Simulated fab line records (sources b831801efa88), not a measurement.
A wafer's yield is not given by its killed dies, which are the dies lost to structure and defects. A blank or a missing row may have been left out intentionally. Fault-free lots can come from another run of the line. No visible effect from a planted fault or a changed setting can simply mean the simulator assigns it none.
Chamber matching ; flow sky130 ; SKY_LI_CONTACT_CMP_24 on cmp-02 has 4 sister chambers
The step polishes, stops on PSG, t overpolish 20 s, target thk 0 nm. 16 wafers are shown with their chamber, then 7 later ones without.

== WAFERS, EACH WITH ITS CHAMBER ==
wafer;chamber;motorCurrentA (A);timeToEndpointS (s)
L289.1;0;11.5;102
L289.4;3;10.1;98
L289.6;3;9.6;98
L291.1;1;9.7;98
L291.3;3;10.3;94
L291.4;0;11.3;96
L296.1;2;12.6;95
L296.4;1;9.4;96
L296.5;2;13.1;95
L298.2;1;10.1;92
L298.5;0;12.1;93
L298.6;1;9.3;91
L299.1;3;10.1;90
L299.3;0;11.5;90
L299.6;2;12.4;91
L303.1;1;9.9;95

SIGNATURES (means of the wafers above)
reading;chamber 0;chamber 1;chamber 2;chamber 3;scatter within a chamber
motorCurrentA;11.600;9.680;12.700;10.025;0.334
timeToEndpointS;95.25;94.40;93.67;95.00;3.73
Rule: a wafer lies at a distance from a chamber equal to the root of the sum of squares, over the readings, of (its reading less the chamber's mean, divided by the reading's scatter). The wafer belongs to the nearest chamber; if the next one is less than 2 further off, it can't be placed. How the scatter is found: for the shown wafers, subtract from each reading the mean of its chamber, square and add these, divide the total by (wafers less chambers), then take the root.

== WAFERS MISSING THEIR CHAMBER ==
wafer;motorCurrentA (A);timeToEndpointS (s)
L303.2;12.1;93
L303.3;10.3;89
L307.2;12.2;97
L307.4;10.4;95
L310.2;11.7;92
L310.3;12.5;90
L310.6;12.3;90

== THE CHAMBER EACH PASSED THROUGH ==
wafer;from the rows above;in truth
L303.2;can't be placed: 0 or 2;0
L303.3;can't be placed: 3 or 1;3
L307.2;can't be placed: 2 or 0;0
L307.4;can't be placed: 3 or 1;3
L310.2;0;0
L310.3;can't be placed: 2 or 0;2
L310.6;can't be placed: 2 or 0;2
Placed correctly: 1 of 7. Unplaceable from these rows: 6, with the true chamber sitting among the candidates in 6. 0 placed wrongly.
